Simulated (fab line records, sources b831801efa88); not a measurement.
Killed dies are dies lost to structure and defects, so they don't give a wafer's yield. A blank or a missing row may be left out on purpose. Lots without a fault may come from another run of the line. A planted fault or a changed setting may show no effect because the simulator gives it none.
Chamber matching | flow sfq_line | SFQ_TRILAYER_I4_VIA_ETCH_VIA_ETCH_106 on rie_diel-04: 4 sister chambers
The step etches SiO2 in CHF3, stops on Nb, target depth 260 nm. 7 wafers are shown with their chamber, then 6 later ones without.

WAFERS WITH THEIR CHAMBER
wafer  | chamber | drypump_motor_current_A (A) | oes_product_au (a.u.)
L346.4 | 0       | 5.1                         | 0.859
L348.4 | 3       | 5.7                         | 0.854
L351.4 | 3       | 5.8                         | 0.854
L351.5 | 2       | 6.2                         | 0.850
L351.6 | 1       | 6.4                         | 0.857
L353.3 | 1       | 6.4                         | 0.855
L353.5 | 2       | 6.3                         | 0.854

WAFERS WITHOUT THEIR CHAMBER
wafer  | drypump_motor_current_A (A) | oes_product_au (a.u.)
L353.6 | 6.4                         | 0.851
L357.3 | 5.2                         | 0.865
L357.4 | 6.2                         | 0.846
L362.2 | 5.8                         | 0.855
L362.5 | 6.2                         | 0.849
L362.6 | 6.4                         | 0.852

WHICH CHAMBER EACH WENT THROUGH
wafer  | from the rows above     | in truth
L353.6 | can't be placed: 2 or 1 | 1
L357.3 | 0                       | 0
L357.4 | 2                       | 2
L362.2 | 3                       | 3
L362.5 | 2                       | 2
L362.6 | can't be placed: 1 or 2 | 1
Placed correctly: 4 of 6. Can't be placed from these rows: 2 (the true chamber is among the candidates in 2). Placed wrongly: 0.
How it was worked out, from the rows above alone: a wafer's distance from a chamber is the root of the sum, over the readings, of the square of ((its reading less the chamber's mean) divided by the reading's scatter). The wafer belongs to the nearest chamber; if the next one is less than 2 further off, it can't be placed. A chamber's mean is the mean of its shown wafers. The scatter: the root of (the sum of the squares of (reading less its chamber's mean) over the shown wafers, divided by (wafers less chambers)).
